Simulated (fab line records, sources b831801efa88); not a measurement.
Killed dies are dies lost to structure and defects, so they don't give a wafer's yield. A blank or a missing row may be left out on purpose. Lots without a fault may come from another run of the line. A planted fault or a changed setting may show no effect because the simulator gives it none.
Problem report in the 8D (eight disciplines) form, filled by code | flow sky130 | the parts of the form that need people (team, actions taken, sign-off) are left out

1. THE PROBLEM
rf_fwd_power_W at SKY_METAL3_ETCH_16 reads a mean of 576.8 W on 9 wafers of 3 lots; wafers without a fault read 496.0 W with a standard deviation of 1.7. That is +48 standard deviations from the usual mean.
The step: etches BARC in N2/H2, stops on SiO2, time 88.2 s, target depth 60 nm.
First seen on wafer L843.1, day 42 17:17, on rie_metal-03. The record holds 36 wafers of 12 lots with a number at this step. Rule for "out", or "out of limits": more than 4 standard deviations from the usual mean. The other wafers with a number count as sound.

2. WHAT IT IS AND WHAT IT IS NOT
question                    | is                     | is not
which readings at this step | rf_fwd_power_W         | drypump_motor_current_A, he_backside_leak_sccm, throttle_valve_pct
which lots                  | L843, L845, L846       | L830, L832, L836, L837, L839, L840, L842, L851, L852
which wafers of those lots  | all that have a number | -
read on which tools         | rie_metal-03           | rie_metal-01, rie_metal-02
when                        | from day 42 17:17      | up to then (21 sound wafers); but 6 sound wafers of L851, L852 came after

3. SUSPECTS, AND WHAT RULES EACH OUT
Counting: a tool at a process step up to the reading stays a suspect if it ran every lot that is out and no sound lot after the first of them.
- rie_metal-03 at SKY_METAL3_ETCH_16 (etches BARC in N2/H2, stops on SiO2, time 88.2 s, target depth 60 nm): kept. It ran every lot that is out, first L843 (day 42 17:17), and no sound lot after that; its last sound lot up to then is L840 (day 41 20:32). Its own readings are out on those wafers: rf_fwd_power_W.
Left after counting: rie_metal-03 at SKY_METAL3_ETCH_16.

4. THE CAUSE (what the simulator had put in)
Process parameter drift: rie_metal-03, from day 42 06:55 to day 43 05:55, at SKY_METAL3_ETCH_16. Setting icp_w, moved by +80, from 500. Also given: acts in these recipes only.
Counting left only this tool.

5. THE CHAIN OF EFFECTS, in route order
Each row: a reading whose mean over the struck wafers that have a number lies more than 3 standard deviations from the usual. Only readings for which the record gives a usual standard deviation are gone through. hours: the time from each lot's start at the first step in this table that gives one to its start at this step, as a median over the lots. sigmas: the change in usual standard deviations.
hours | step               | reading        | usual   | on struck wafers | change | sigmas
0     | SKY_METAL3_ETCH_16 | rf_fwd_power_W | 496.0 W | 576.8            | +80.8  | +48
The process steps in it:
- SKY_METAL3_ETCH_16: etches BARC in N2/H2, stops on SiO2, time 88.2 s, target depth 60 nm.
Later measuring or inspecting steps at which every struck wafer that the step has a row for has a number for every such reading, and none has moved that far: SKY_VIA3_BOW_MEAS_03.

6. WHAT WOULD HAVE CAUGHT IT SOONER
In this record the first reading out of limits was taken at day 42 17:17, 10 hours after the fault began at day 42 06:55.
